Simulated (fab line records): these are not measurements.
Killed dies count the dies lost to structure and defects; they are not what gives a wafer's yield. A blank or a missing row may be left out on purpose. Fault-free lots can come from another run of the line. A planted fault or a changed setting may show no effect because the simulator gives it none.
The tool behind it: which one? ; flow gf180mcu ; 12 lots (36 wafers sampled), 1 step of a 602-step route

WHAT THE GAUGES SHOWED, per wafer
GF_MVSD_OVL_MEAS_07.
lot;measured;on;MVSD_OVL (nm)
L075;day 4 15:57;overlay-01;0.3 1.0 0.8
L077;day 5 00:52;overlay-02;0.5 0.2 -0.7
L079;day 5 14:35;overlay-02;1.2 -2.0 -0.9
L081;day 6 01:05;overlay-02;0.6 1.4 -0.1
L083;day 6 18:28;overlay-01;3.0 0.9 0.6
L085;day 7 06:10;overlay-02;-1.3 -1.9 -1.8
L087;day 7 14:55;overlay-01;3.4 3.3 2.0
L089;day 8 02:34;overlay-02;-0.3 -0.5 -0.1
L090;day 8 14:16;overlay-01;0.3 2.2 1.3
L093;day 8 23:00;overlay-02;-0.4 -0.8 -1.1
L095;day 9 13:05;overlay-01;3.8 2.1 2.9
L097;day 10 02:47;overlay-02;1.7 1.9 1.4

WHICH TOOL RAN EACH LOT (tool, then ch and the chambers of the sampled wafers, then the start)
Record: no process step prior to these readings.

THE ANSWER, worked out from the rows above alone
Rule: the usual values come from the lots themselves. The widest of any qualifying gaps counts: lots, ordered by their means at a reading, are off when they make up no more than a third of the lots, leave a main group of 4 or more, and stand apart from it by 3 or more times the standard deviation of that group's means. If all means in a main group match to the digits the tables above print for the reading, that group is not used. Also off: a lot with no number at a reading for which 4 or more lots have one. The other lots that the step has rows for count as sound.
Nothing can be told from this: no lot is off at any reading shown.

WHAT HAD BEEN PUT IN BY THE SIMULATOR
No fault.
